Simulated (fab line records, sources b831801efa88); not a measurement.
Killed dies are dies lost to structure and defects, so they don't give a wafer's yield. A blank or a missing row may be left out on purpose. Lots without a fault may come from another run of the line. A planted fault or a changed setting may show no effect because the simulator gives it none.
A struck lot beside a sound one | flow sky130 | 24 steps out of a route of 708
Sound: wafers L906.1, L906.5, L906.6. Struck: wafer L921.6. (L921.4 of the same lot was not struck and is left out.) The cause comes at the end.
At each step with rows: each side's tool, then ch and its chambers, then its first start. Under that, the readings that differ: sound wafers | struck wafers | difference of the means | sigmas: that difference in standard deviations of wafers without a fault.
alike: readings whose means differ by less than 2 such deviations, and words and numbers that are the same on both sides. not compared: withheld readings, readings that some wafer has no value for, bounds like >300 that may hide the same value, and numbers for which the record gives no deviation and whose values overlap.
The two part at a step that has a row with sigmas, a row that says differs or no value, or rows on one side only. Numbers that don't overlap but have no deviation are shown without sigmas and don't part them. A reading that every wafer of one side lacks parts them only if that side has two wafers or more.

first, 8 steps without rows for these wafers: SKY_RES_XHIGH_DEHYDRATE_00 (time 60 s); SKY_RES_XHIGH_HMDS_01 (prime time 60 s); SKY_RES_XHIGH_COAT_02 (resist thk 1140 nm); SKY_RES_XHIGH_SOFTBAKE_03 (time 60 s); SKY_RES_XHIGH_EXPOSE_04 (exposes mask URPM, target cd 1270 nm); SKY_RES_XHIGH_PEB_05; SKY_RES_XHIGH_DEVELOP_06 (develop time 60 s); SKY_RES_XHIGH_IMPLANT_07.
SKY_RES_XHIGH_STRIP_08: strips in O2/N2.
  sound on plasma_asher-02 ch 0,1, day 28 01:19; struck on plasma_asher-02 ch 0, day 33 04:42
  reading               | sound             | struck | difference | sigmas
  oes_product_au (a.u.) | 0.705 0.722 0.715 | 0.701  | -0.013     | -3
  alike: drypump_motor_current_A, o2_flow_sccm, strip_time_to_endpoint_s
  not compared: rf_hours_counter_h
SKY_RES_XHIGH_TW_MEAS_09:
  sound on film_metro-04, day 28 01:25; struck on film_metro-02, day 33 04:47
  reading      | sound          | struck | difference | sigmas
  RES_XHIGH_TW | 1614 1611 1613 | 1656   | +43        | +3
then, 2 steps without rows for these wafers: SKY_SD_N_DEHYDRATE_00 (time 60 s); SKY_SD_N_HMDS_01 (prime time 60 s).
SKY_SD_N_COAT_02: resist thk 1140 nm.
  sound on litho_track-03 ch 0, day 28 15:24; struck on litho_track-03 ch 0, day 33 17:53
  reading                                   | sound          | struck | difference | sigmas
  model.NOVOLAK_of_SD_N_COAT_02.thk_nm (nm) | 1144 1144 1145 | 1102   | -42        |
then, 3 steps without rows for these wafers: SKY_SD_N_SOFTBAKE_03 (time 60 s); SKY_SD_N_EXPOSE_04 (exposes mask NSDM, target cd 380 nm); SKY_SD_N_PEB_05.
SKY_SD_N_DEVELOP_06: develop time 60 s.
  sound on litho_track-01 ch 0, day 29 05:23; struck on litho_track-01 ch 0, day 34 06:13
  reading                                   | sound          | struck | difference | sigmas
  model.NOVOLAK_of_SD_N_COAT_02.thk_nm (nm) | 1144 1143 1145 | 1102   | -42        |
SKY_SD_N_CD_MEAS_07: target cd 380 nm.
  sound on cd_sem-01, day 29 05:32; struck on cd_sem-02, day 34 06:21
  alike: cd_nm
SKY_SD_N_OVL_MEAS_08:
  sound on overlay-01, day 29 05:40; struck on overlay-01, day 34 06:25
  reading       | sound       | struck | difference | sigmas
  SD_N_OVL (nm) | 2.2 1.3 1.5 | -1.3   | -3.0       | -2
then, 2 steps without rows for these wafers: SKY_SD_N_IMPLANT_09; SKY_SD_N_IMPLANT_10.
SKY_SD_N_STRIP_11: strips in O2/N2.
  sound on plasma_asher-03 ch 0,1, day 29 05:59; struck on plasma_asher-03 ch 1, day 34 06:47
  reading                      | sound             | struck | difference | sigmas
  o2_flow_sccm (sccm)          | 2991 2998 2995    | 3011   | +16        | +2
  strip_time_to_endpoint_s (s) | 22.60 22.61 22.63 | 22.13  | -0.48      | -12
  alike: drypump_motor_current_A, oes_product_au
  not compared: rf_hours_counter_h
SKY_SD_N_TW_MEAS_12:
  sound on film_metro-03, day 29 06:05; struck on film_metro-04, day 34 06:52
  reading | sound          | struck | difference | sigmas
  SD_N_TW | 3981 4002 3990 | 3918   | -73        | -2
SKY_PAD_OPEN_PROBE_99:
  the record has rows for the sound wafers here (prober-01, day 46 18:37) and none for the struck ones

WHERE THEY PART
First at SKY_RES_XHIGH_STRIP_08; last, within this record, at SKY_PAD_OPEN_PROBE_99.

WHY: what the simulator had put in
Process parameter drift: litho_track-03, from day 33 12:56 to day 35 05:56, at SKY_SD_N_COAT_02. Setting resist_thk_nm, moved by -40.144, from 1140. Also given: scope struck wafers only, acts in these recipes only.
